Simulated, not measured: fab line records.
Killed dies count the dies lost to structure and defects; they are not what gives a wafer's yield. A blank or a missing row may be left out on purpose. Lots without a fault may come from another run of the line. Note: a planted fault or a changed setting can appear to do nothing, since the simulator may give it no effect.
A lot that was struck, set against a sound lot || flow sky130 || 43 out of 708 route steps
Sound: the wafers L428.2, L428.4, L428.6. Struck: wafer L427.6. (L427.2, L427.5 of the same lot were not struck and are left out.) The cause comes at the end.
Order at every step that has rows: each side's tool, ch and its chambers, its first start. Under that, the readings that differ: sound wafers || struck wafers || difference of the means || sigmas: that difference in standard deviations of wafers without a fault.
alike: words and numbers the same on both sides, and readings whose means are apart by under 2 such deviations; not compared: readings that were withheld, readings missing a value for some wafer, numbers with overlapping values and no deviation given by the record, and bounds like >300 which may hide the same value.
A row with sigmas, a row that says differs or no value, or rows on one side alone: a step with any of these is where the two part. When numbers do not overlap yet have no deviation, they are printed without sigmas and do not part them. Lack of a reading on every wafer of one side parts them only where that side has two or more wafers.

first, 8 steps without rows for these wafers: SKY_VIA2_DEHYDRATE_04 (time 60 s); SKY_VIA2_HMDS_05 (prime time 60 s); SKY_VIA2_COAT_06 (resist thk 60 nm); SKY_VIA2_COAT_07 (resist thk 450 nm); SKY_VIA2_SOFTBAKE_08 (time 90 s); SKY_VIA2_EXPOSE_09 (exposes mask VIM2, target cd 200 nm); SKY_VIA2_PEB_10; SKY_VIA2_DEVELOP_11 (develop time 60 s).
SKY_VIA2_CD_MEAS_12 targets a cd of 200 nm.
  sound on cd sem-02 at day 41 07:53; struck on cd sem-02 at day 41 02:59
  alike: cd nm
SKY_VIA2_OVL_MEAS_13:
  sound on overlay-01 at day 41 07:59; struck on overlay-01 at day 41 03:05
  alike: VIA2_OVL
then, 1 step without rows for these wafers: SKY_VIA2_ETCH_14 (etches BARC in N2/H2, stops on SiO2, time 45.9 s, target depth 60 nm).
SKY_VIA2_ETCH_15: etches SiO2 in C4F8/O2/Ar, stops on TiN, target depth 546 nm, time 84 s.
  sound on rie diel-02 ch 0,1,2, day 41 08:04; struck on rie diel-02 ch 1, day 41 03:10
  alike: oes product au
  not compared: rf hours counter h
SKY_VIA2_STRIP_16: strips in O2/N2.
  sound on plasma asher-01 ch 0, day 41 08:07; struck on plasma asher-03 ch 0, day 41 03:14
  alike: drypump motor current A, oes product au, strip time to endpoint s
  not compared: rf hours counter h
then, 3 steps without rows for these wafers: SKY_VIA2_STRIP_17 (strips in post etch residue remover, time 1200 s); SKY_VIA2_CLEAN_18 (cleans in IPA, time 180 s); SKY_VIA2_CLEAN_19 (cleans in O3/DIW).
SKY_VIA2_SPUTTER_20: material TiN, target thk 20 nm, time 80 s.
  sound on pvd sputter-01 at day 41 08:45; struck on pvd sputter-04 at day 41 03:49
  alike: throttle valve pct
then, 1 step without rows for these wafers: SKY_VIA2_CVD_21 (deposits W, target thk 420 nm, time 126.4 s).
SKY_VIA2_RS_MEAS_22: a four-point-probe measurement.
  sound on film metro-03 at day 41 08:58; struck on film metro-04 at day 41 04:02
  alike: VIA2_W_RS
SKY_VIA2_THK_MEAS_23: measures by xrf.
  sound on film metro-03 at day 41 09:04; struck on film metro-04 at day 41 04:08
  alike: VIA2_W_THK
SKY_VIA2_CMP_24: polishes, stops on SiO2, t overpolish 20 s, target thk 0 nm.
  sound on cmp-02 ch 1,2,3, day 41 09:07; struck on cmp-02 ch 3, day 41 04:39
{"reading": "overpolish run s (s)", "sound": "20.004 20.002 19.999", "struck": 20.022, "difference": "+0.020", "sigmas": "+2"}
  alike: edge zone pressure frac, motor current A, time to endpoint s
then, 5 steps without rows for these wafers: SKY_METAL3_SPUTTER_00 (material Ti, target thk 15 nm, time 10 s); SKY_METAL3_SPUTTER_01 (material TiN, target thk 20 nm, time 16.7 s); SKY_METAL3_SPUTTER_02 (material AlCu, target thk 735 nm, time 39.1 s); SKY_METAL3_SPUTTER_03 (material Ti, target thk 5 nm, time 3.2 s); SKY_METAL3_SPUTTER_04 (material TiN, target thk 70 nm, time 58.3 s).
SKY_CAPM_CVD_00: deposits SiO2, target thk 15.5 nm.
  sound on pecvd-02 ch 0,2, day 41 09:35; struck on pecvd-04 ch 2, day 41 04:58
{"reading": "heater power w (W)", "sound": "731 741 923", "struck": 1079, "difference": "+281", "sigmas": "+2"}
SKY_CAPM_THK_MEAS_01:
  sound on film metro-03 at day 41 09:37; struck on film metro-02 at day 41 04:59
  alike: CAPM_CVD_00_THK
SKY_CAPM_SPUTTER_02: material TiN, target thk 200 nm, time 166.7 s.
  sound on pvd sputter-02 at day 41 09:40; struck on pvd sputter-01 at day 41 05:02
  alike: throttle valve pct
SKY_CAPM_RS_MEAS_03: a four-point-probe measurement.
  sound on film metro-02 at day 41 09:47; struck on film metro-03 at day 41 05:10
  alike: CAPM_TIN_RS
SKY_CAPM_THK_MEAS_04: measures by xrf.
  sound on film metro-02 at day 41 09:54; struck on film metro-03 at day 41 05:17
  alike: CAPM_TIN_THK
then, 7 steps without rows for these wafers: SKY_CAPM_DEHYDRATE_05 (time 60 s); SKY_CAPM_HMDS_06 (prime time 60 s); SKY_CAPM_COAT_07 (resist thk 1140 nm); SKY_CAPM_SOFTBAKE_08 (time 60 s); SKY_CAPM_EXPOSE_09 (exposes mask CAPM, target cd 1000 nm); SKY_CAPM_PEB_10; SKY_CAPM_DEVELOP_11 (develop time 60 s).
SKY_CAPM_OVL_MEAS_12:
  sound on overlay-02 at day 42 10:25; struck on overlay-02 at day 42 04:39
  alike: CAPM_OVL
then, 3 steps without rows for these wafers: SKY_CAPM_METAL_ETCH_13 (etches TiN in Cl2/BCl3, stops on SiO2, target depth 220 nm, time 62.9 s); SKY_CAPM_STRIP_14 (strips in O2/N2); SKY_CAPM_STRIP_15 (strips in post etch residue remover, time 1200 s).
-- the record jumps here: 8 days lie between the struck wafers' starts before and after (it left off in module CAPM and takes up again in module PAD_OPEN, whose first step shown is number 708 of the route) --
SKY_PAD_OPEN_PROBE_99:
  sound on prober-01 at day 50 01:43; struck on prober-02 at day 49 20:48
{"reading": "killed_at_M0_to_M3", "sound": "32 30 45", "struck": 50, "difference": "+14", "sigmas": "+2"}
  alike: defect limited yield, killed_at_M4_up, killed at contacts, killed at front end, killed at other, killed dies, killed open, killed short, sort_bin_3_pad_short, sort_bin_5_function, sort_bin_6_memory, sort n pass, sort yield pct
  not compared: model.etest.tester.sort n pass, model.etest.tester.sort yield pct, model.etest.tester.sort_bin_5_pct, model.etest.tester.sort_bin_3_pct

WHERE THEY PART
Earliest at SKY_VIA2_CMP_24; latest, in this record, at SKY_PAD_OPEN_PROBE_99.

WHY: what had been put in by the simulator
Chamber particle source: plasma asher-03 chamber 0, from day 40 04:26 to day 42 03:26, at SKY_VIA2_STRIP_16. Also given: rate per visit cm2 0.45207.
